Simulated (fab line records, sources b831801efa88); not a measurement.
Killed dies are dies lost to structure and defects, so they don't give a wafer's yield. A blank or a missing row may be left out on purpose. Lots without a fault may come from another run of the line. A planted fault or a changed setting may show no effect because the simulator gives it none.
One fault seen from 2 desks | flow sky130 | each desk has only its own numbers; what lay behind them comes last

THE METROLOGY DESK
What the gauges read, lot by lot, whatever tool the lot ran on: means of the sampled wafers that have a number. A lot is out of limits, marked OUT, if its mean lies more than 4 standard deviations from the usual mean; the brackets give that distance.
Columns: A = VIA4_W_THK at SKY_VIA4_THK_MEAS_20, usual 511 nm; B = PASSIVATION_CVD_02_THK at SKY_PASSIVATION_THK_MEAS_03, usual 539 nm
lot  | first seen here | A   | B
L835 | day 42 14:52    | 501 | 527
L837 | day 43 12:02    | 515 | 543
L838 | day 43 17:53    | 519 | 537
L840 | day 44 01:34    | 511 | 538
L841 | day 44 18:04    | 510 | 539
L842 | day 45 01:33    | 513 | 548
L843 | day 45 03:20    | 507 | 547
L851 | day 47 02:40    | 506 | 537
L853 | day 47 10:28    | 506 | 541
L854 | day 47 16:28    | 510 | 546
L855 | day 47 23:40    | 508 | 535
L857 | day 48 09:56    | 517 | 540
L858 | day 48 12:05    | 508 | 534
This desk's finding: nothing out of limits on any of the 13 lots.

THE TOOL OWNER'S DESK: pecvd-04
The tool's own readings at SKY_PASSIVATION_CVD_00 (deposits SiO2, target thk 90 nm): means of the sampled wafers that have a number, for each lot that ran on this tool. A lot is out of limits, marked OUT, if its mean lies more than 4 standard deviations from the usual mean; the brackets give that distance.
Columns: A = heater_power_outer_w at SKY_PASSIVATION_CVD_00, usual 401 W; B = heater_power_w at SKY_PASSIVATION_CVD_00, usual 664 W
lot  | first seen here | A   | B
L837 | day 44 11:54    | 410 | 697
L838 | day 44 17:40    | 414 | 704
L840 | day 45 00:58    | 390 | 662
L842 | day 45 23:37    | 414 | 699
L843 | day 46 00:55    | 387 | 667
L853 | day 48 07:23    | 427 | 711
L854 | day 48 12:55    | 425 | 709
L857 | day 49 05:26    | 402 | 684
This desk's finding: nothing out of limits on any of the 8 lots.

PUT TOGETHER
The metrology desk saw nothing out of limits.
The tool owner's desk saw nothing out of limits.

WHAT THE SIMULATOR HAD PUT IN
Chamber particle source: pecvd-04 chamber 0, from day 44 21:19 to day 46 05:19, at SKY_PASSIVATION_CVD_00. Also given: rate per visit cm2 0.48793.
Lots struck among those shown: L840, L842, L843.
